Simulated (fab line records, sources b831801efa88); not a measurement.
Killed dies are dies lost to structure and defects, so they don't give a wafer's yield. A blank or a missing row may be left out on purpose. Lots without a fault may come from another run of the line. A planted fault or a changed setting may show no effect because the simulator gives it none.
Problem report in the 8D (eight disciplines) form, filled by code | flow sky130 | the parts of the form that need people (team, actions taken, sign-off) are left out

1. THE PROBLEM
VIA2_HDPCVD_THK at SKY_VIA2_THK_MEAS_01 reads a mean of 1248 nm on 1 wafer of 1 lot; wafers without a fault read 1185 nm with a standard deviation of 9.3. That is +6.8 standard deviations from the usual mean.
First seen on wafer L133.4, day 37 16:48, on film_metro-02. The record holds 33 wafers of 11 lots with a number at this step. Rule for "out", or "out of limits": more than 4 standard deviations from the usual mean. The other wafers with a number count as sound.

2. WHAT IT IS AND WHAT IT IS NOT
question                    | is                | is not
which readings at this step | VIA2_HDPCVD_THK   | -
which lots                  | L133              | L125, L126, L128, L141, L142, L143, L144, L146, L147, L148
which wafers of those lots  | L133.4            | L133.5, L133.6
read on which gauges        | film_metro-02     | film_metro-01, film_metro-03
when                        | from day 37 16:48 | up to then (11 sound wafers); but 21 sound wafers of L141, L142, L143, L144, L146, L147, L148 came after

3. SUSPECTS, AND WHAT RULES EACH OUT
Counting: a tool at a process step up to the reading stays a suspect if it ran every lot that is out. Sound lots after the first of them don't rule it out here, since some wafers of a struck lot are sound.
- the gauge at SKY_VIA2_THK_MEAS_01: ruled out. All the wafers that are out were read on film_metro-02, but those of them that SKY_VIA2_HDPCVD_00 has rows for are out there too, on other tools.
- rie_metal-04 at SKY_METAL1_ETCH_18 (etches BARC in N2/H2, stops on SiO2, time 45.9 s, target depth 60 nm): kept. It ran the lot that is out, L133 (day 35 09:11); its last sound lot up to then is L126 (day 32 21:54).
- plasma_asher-03 at SKY_VIA1_STRIP_16 (strips in O2/N2): kept. It ran the lot that is out, L133 (day 36 12:55).
- pvd_sputter-02 at SKY_VIA1_SPUTTER_20 (material TiN, target thk 20 nm, time 80 s): kept. It ran the lot that is out, L133 (day 36 13:29); its last sound lot up to then is L126 (day 34 02:26).
- hdpcvd-02 at SKY_VIA2_HDPCVD_00 (deposits SiO2, target thk 1180 nm, time 196.7 s): kept. It ran the lot that is out, L133 (day 37 16:43); its last sound lot up to then is L128 (day 36 07:13). Its own readings are out on those wafers: run_length_s.
- Within hdpcvd-02 at SKY_VIA2_HDPCVD_00: the wafers that are out ran in chamber 2; their sound lot-mates ran in chambers 0, 1.
Left after counting: rie_metal-04 at SKY_METAL1_ETCH_18, plasma_asher-03 at SKY_VIA1_STRIP_16, pvd_sputter-02 at SKY_VIA1_SPUTTER_20, hdpcvd-02 at SKY_VIA2_HDPCVD_00.

4. THE CAUSE (what the simulator had put in)
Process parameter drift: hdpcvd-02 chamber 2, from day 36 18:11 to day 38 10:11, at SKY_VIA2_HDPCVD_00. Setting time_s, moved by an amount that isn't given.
Counting left 4 suspects, and this tool is among them.

5. THE CHAIN OF EFFECTS, in route order
Each row: a reading whose mean over the struck wafers that have a number lies more than 3 standard deviations from the usual. Only readings for which the record gives a usual standard deviation are gone through. hours: the time from each lot's start at the first step in this table that gives one to its start at this step, as a median over the lots. sigmas: the change in usual standard deviations.
hours | step                 | reading         | usual   | on struck wafers | change | sigmas
0     | SKY_VIA2_HDPCVD_00   | run_length_s    | 225.1 s | 236.8            | +11.7  | +25
0     | SKY_VIA2_THK_MEAS_01 | VIA2_HDPCVD_THK | 1185 nm | 1248             | +63    | +6.8
The process steps in it:
- SKY_VIA2_HDPCVD_00: deposits SiO2, target thk 1180 nm, time 196.7 s.

6. WHAT WOULD HAVE CAUGHT IT SOONER
In this record the first reading out of limits at a measuring or inspecting step was taken at day 37 16:48, 23 hours after the fault began at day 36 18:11.
The tool's own readings at SKY_VIA2_HDPCVD_00 were out on every struck wafer that the step has a row for (run_length_s): an alarm limit on them would have fired on the first of those.
All the lots that are out (1) had begun SKY_VIA2_HDPCVD_00 on hdpcvd-02 by day 37 16:48. A hold on the tool at that time would have spared none of them.
